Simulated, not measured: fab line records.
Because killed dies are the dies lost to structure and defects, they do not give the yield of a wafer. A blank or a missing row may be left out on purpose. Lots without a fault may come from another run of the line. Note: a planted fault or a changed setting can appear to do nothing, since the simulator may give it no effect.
A struck lot beside a sound one    flow sky130    28 out of 708 route steps
Sound: these wafers, L908.3, L908.4, L908.5. Struck: wafers L918.2, L918.5, L918.6. Last of all comes the cause.
At each step with rows: each side's tool, then ch and its chambers, then its first start. Under that, the readings that differ: sound wafers    struck wafers    difference of the means    sigmas: that difference in standard deviations of wafers without a fault.
alike: words and numbers the same on both sides, and readings whose means are apart by under 2 such deviations; not compared: readings that were withheld, readings missing a value for some wafer, numbers with overlapping values and no deviation given by the record, and bounds like >300 which may hide the same value.
Wherever a step has rows on one side only, a row that says differs or no value, or a row with sigmas, the two part there. Non-overlapping numbers with no deviation appear without sigmas and do not part them. A reading that every wafer of one side lacks parts them only if that side has two wafers or more.

first, 5 steps without rows for these wafers: SKY_SONOS_ONO_COAT_08 (resist thk 1140 nm); SKY_SONOS_ONO_SOFTBAKE_09 (time 60 s); SKY_SONOS_ONO_EXPOSE_10 (exposes mask ONOM, target cd 410 nm); SKY_SONOS_ONO_PEB_11; SKY_SONOS_ONO_DEVELOP_12 (develop time 60 s).
SKY_SONOS_ONO_CD_MEAS_13 targets a cd of 410 nm.
  sound: cd sem-01 at day 15 09:53; struck: cd sem-02 at day 18 20:58
  alike: cd nm
SKY_SONOS_ONO_OVL_MEAS_14:
  sound: overlay-01 at day 15 09:59; struck: overlay-01 at day 18 21:04
  alike: SONOS_ONO_OVL
SKY_SONOS_ONO_ETCH_15: etches the open film in CHF3/O2, target depth 19.52 nm, time 7.8 s.
  sound on rie diel-02 ch 0,2,3, day 15 10:01; struck on rie diel-03 ch 1,2, day 18 21:06
  alike: drypump motor current A, oes product au, throttle valve pct
  not compared: rf hours counter h
then, 1 step without rows for these wafers: SKY_SONOS_ONO_WET_ETCH_16 (etches SiO2 in dHF, target depth 14 nm, time 280 s).
SKY_SONOS_ONO_STRIP_17: strips in O2/N2.
  sound on plasma asher-03 ch 0,1, day 15 10:09; struck on plasma asher-03 ch 0,1, day 18 21:13
  alike: drypump motor current A, oes product au, strip time to endpoint s
  not compared: rf hours counter h
then, 2 steps without rows for these wafers: SKY_SONOS_ONO_WET_ETCH_18 (etches Si3N4 in H3PO4, target depth 15 nm, time 172 s); SKY_GATE_OXIDE_CLEAN_00 (cleans in SC1/SC2, time 150 s).
SKY_GATE_OXIDE_OXIDATION_01: stabilise 600 s, purge 300 s, target thk 10.268 nm.
  sound on furnace-01 ch 0, day 15 11:06; struck on furnace-01 ch 0, day 18 21:47
reading                                            sound              struck             difference  sigmas
spike tc bottom C (C)                              918.8 916.4 918.6  909.1 907.9 907.8  -9.7        -6
spike tc centre C (C)                              900.7 899.9 899.1  890.4 888.1 890.7  -10.2       -10
spike tc lower C (C)                               898.2 900.8 900.3  890.0 890.8 890.5  -9.3        -8
spike tc top C (C)                                 906.7 906.1 905.7  896.5 894.5 895.8  -10.6       -8
spike tc upper C (C)                               899.1 899.3 901.3  892.3 891.8 891.3  -8.1        -5
tube_center_temp_C_max                             902.6 902.5 903.8  902.1 901.7 901.8  -1.1        -3
model.SiO2_of_GATE_OXIDE_OXIDATION_01.thk nm (nm)  9.918 10.17 10.01  9.371 9.43 9.048   -0.750      
SKY_GATE_OXIDE_THK_MEAS_02:
  sound: film metro-03 at day 15 12:32; struck: film metro-03 at day 18 23:26
reading                           sound             struck          difference  sigmas
GATE_OXIDE_OXIDATION_00_THK (nm)  9.94 10.21 10.00  9.39 9.40 9.06  -0.77       -4
  not compared: hold
then, 6 steps without rows for these wafers: SKY_GATE_OXIDE_HMDS_04 (prime time 60 s); SKY_GATE_OXIDE_COAT_05 (resist thk 1140 nm); SKY_GATE_OXIDE_SOFTBAKE_06 (time 60 s); SKY_GATE_OXIDE_EXPOSE_07 (exposes mask LVOM, target cd 600 nm); SKY_GATE_OXIDE_PEB_08; SKY_GATE_OXIDE_DEVELOP_09 (develop time 60 s).
SKY_GATE_OXIDE_OVL_MEAS_10:
  sound: overlay-02 at day 16 17:10; struck: overlay-01 at day 20 06:00
  alike: GATE_OXIDE_OVL
then, 2 steps without rows for these wafers: SKY_GATE_OXIDE_IMPLANT_11; SKY_GATE_OXIDE_WET_ETCH_12 (etches SiO2 in dHF, target depth 16.8 nm, time 336 s).
SKY_GATE_OXIDE_STRIP_13: strips in O2/N2.
  sound on plasma asher-03 ch 0,1, day 16 17:28; struck on plasma asher-02 ch 0,1, day 20 06:23
  alike: drypump motor current A, oes product au, strip time to endpoint s
  not compared: rf hours counter h
SKY_GATE_OXIDE_TW_MEAS_14:
  sound: film metro-01 at day 16 17:33; struck: film metro-01 at day 20 06:43
  alike: GATE_OXIDE_TW
  not compared: hold
SKY_GATE_OXIDE_OXIDATION_16: stabilise 600 s, purge 300 s, target thk 3.57 nm.
  sound on furnace-02 ch 0, day 16 17:38; struck on furnace-01 ch 0, day 20 08:13
reading                                            sound              struck             difference  sigmas
spike tc bottom C (C)                              822.6 823.8 822.6  819.3 818.3 818.4  -4.3        -3
model.SiO2_of_GATE_OXIDE_OXIDATION_01.thk nm (nm)  11.27 11.5 11.33   10.8 10.9 10.51    -0.6        
  alike: spike tc centre C, spike tc lower C, spike tc top C, spike tc upper C, tube_center_temp_C_max
then, 1 step without rows for these wafers: SKY_POLY_GATE_CVD_00 (deposits poly-Si, target thk 180 nm, time 720 s).
-- here the record skips 30 days between the struck wafers' starts before and after, leaving off in module POLY_GATE and picking up in module PAD_OPEN (first step shown: number 708 of the route) --
SKY_PAD_OPEN_PROBE_99:
  sound: prober-02 at day 47 22:37; struck: prober-02 at day 49 22:37
reading                                 sound                          struck                         difference  sigmas
killed at other                         1 3 2                          0 0 0                          -2          -3
model.etest.nfet_16v.r on ohm um        1.384e+04 1.391e+04 1.385e+04  1.363e+04 1.375e+04 1.358e+04  -2.133e+02  
model.etest.pfet g5v0d10v5.r on ohm um  4709 4760 4687                 4555 4546 4517                 -179        
model.etest.tip sonos.rs ohm sq         2518 2587 2559                 2456 2478 2409                 -107        
model.etest.nfet g5v0d10v5.r on ohm um  1856 1864 1856                 1826 1822 1782                 -49         
model.etest.nfet g5v0d10v5.drive ua um  622.4 612.6 623.6              648 649.9 668.3                +36         
model.etest.nfet_05v0_nvt.drive ua um   588.6 582 587.2                615.6 612.8 628.1              +32.9       
model.etest.pfet g5v0d10v5.drive ua um  346.9 345.8 351.1              364.7 362.5 368.9              +17.4       
model.etest.nfet_16v.drive ua um        228.6 225.8 228.3              239.2 235.4 245.7              +12.5       
  alike: killed_at_M0_to_M3, killed_at_M4_up, killed at contacts, killed at front end, killed dies, killed open, killed short

WHERE THEY PART
Last at SKY_PAD_OPEN_PROBE_99 as far as this record goes, first at SKY_GATE_OXIDE_OXIDATION_01.

WHY: what the simulator had put in
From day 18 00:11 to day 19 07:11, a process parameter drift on furnace-01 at SKY_GATE_OXIDE_OXIDATION_01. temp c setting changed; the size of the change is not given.
